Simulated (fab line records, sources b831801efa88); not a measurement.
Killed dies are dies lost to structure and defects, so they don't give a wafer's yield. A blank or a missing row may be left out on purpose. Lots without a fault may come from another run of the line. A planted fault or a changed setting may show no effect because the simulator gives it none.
Problem report in the 8D (eight disciplines) form, filled by code | flow gf180mcu | the parts of the form that need people (team, actions taken, sign-off) are left out

1. THE PROBLEM
oes_product_au at GF_V5_ETCH_17 reads a mean of 0.979 a.u. on 1 wafer of 1 lot; wafers without a fault read 0.860 a.u. with a standard deviation of 0.0045. That is +26 standard deviations from the usual mean.
The step: etches SiO2 in C4F8/O2/Ar, stops on TiN, target depth 855 nm.
The step gives no start for some of these wafers. The record holds 36 wafers of 12 lots with a number at this step. Rule for "out", or "out of limits": more than 4 standard deviations from the usual mean. The other wafers with a number count as sound.

2. WHAT IT IS AND WHAT IT IS NOT
question                    | is             | is not
which readings at this step | oes_product_au | -
which lots                  | L997           | L976, L979, L980, L981, L983, L984, L985, L986, L988, L990, L999
which wafers of those lots  | L997.1         | L997.2, L997.3
read on which tools         | rie_diel-02    | rie_diel-01, rie_diel-04

3. SUSPECTS, AND WHAT RULES EACH OUT
Counting: a tool at a process step up to the reading stays a suspect if it ran every lot that is out. Sound lots after the first of them don't rule it out here, since some wafers of a struck lot are sound.
- pvd_sputter-02 at GF_V4_SPUTTER_21 (material Ti, target thk 15 nm, time 80.02 s): kept. It ran the lot that is out, L997 (day 30 13:52); its last sound lot up to then is L985 (day 27 19:07).
- cmp-01 at GF_V5_CMP_04 (polishes SiO2): kept. It ran the lot that is out, L997 (day 32 04:06); its last sound lot up to then is L990 (day 30 16:59).
- rie_diel-02 at GF_V5_ETCH_17 (etches SiO2 in C4F8/O2/Ar, stops on TiN, target depth 855 nm): kept. It ran the lot that is out, L997 (day 32 22:58); its last sound lot up to then is L979 (day 28 09:28). Its own readings are out on those wafers: oes_product_au. GF_V5_ETCH_17 gives no start for some lots, so the hours and the order of its lots are those of GF_V5_RS_MEAS_24.
- Within cmp-01 at GF_V5_CMP_04: the wafers that are out ran in chamber 2; their sound lot-mates ran in chambers 0, 3.
- Within rie_diel-02 at GF_V5_ETCH_17: the wafers that are out ran in chamber 2; their sound lot-mates ran in chambers 0, 3.
Left after counting: pvd_sputter-02 at GF_V4_SPUTTER_21, cmp-01 at GF_V5_CMP_04, rie_diel-02 at GF_V5_ETCH_17.

4. THE CAUSE (what the simulator had put in)
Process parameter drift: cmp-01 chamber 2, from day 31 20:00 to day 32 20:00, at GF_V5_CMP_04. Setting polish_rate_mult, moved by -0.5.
Counting left 3 suspects, and this tool is among them.

5. THE CHAIN OF EFFECTS, in route order
Each row: a reading whose mean over the struck wafers that have a number lies more than 3 standard deviations from the usual. Only readings for which the record gives a usual standard deviation are gone through. hours: the time from each lot's start at the first step in this table that gives one to its start at this step, as a median over the lots. sigmas: the change in usual standard deviations.
hours | step          | reading        | usual      | on struck wafers | change | sigmas
-     | GF_V5_ETCH_17 | oes_product_au | 0.860 a.u. | 0.979            | +0.119 | +26
The process steps in it:
- GF_V5_ETCH_17: etches SiO2 in C4F8/O2/Ar, stops on TiN, target depth 855 nm.
Later measuring or inspecting steps at which every struck wafer that the step has a row for has a number for every such reading, and none has moved that far: GF_V5_RS_MEAS_24.

6. WHAT WOULD HAVE CAUGHT IT SOONER
Of the tool readings at GF_V5_CMP_04 for which the record gives a usual standard deviation, none was out on any struck wafer, so an alarm limit of 4 standard deviations on them would not have fired.
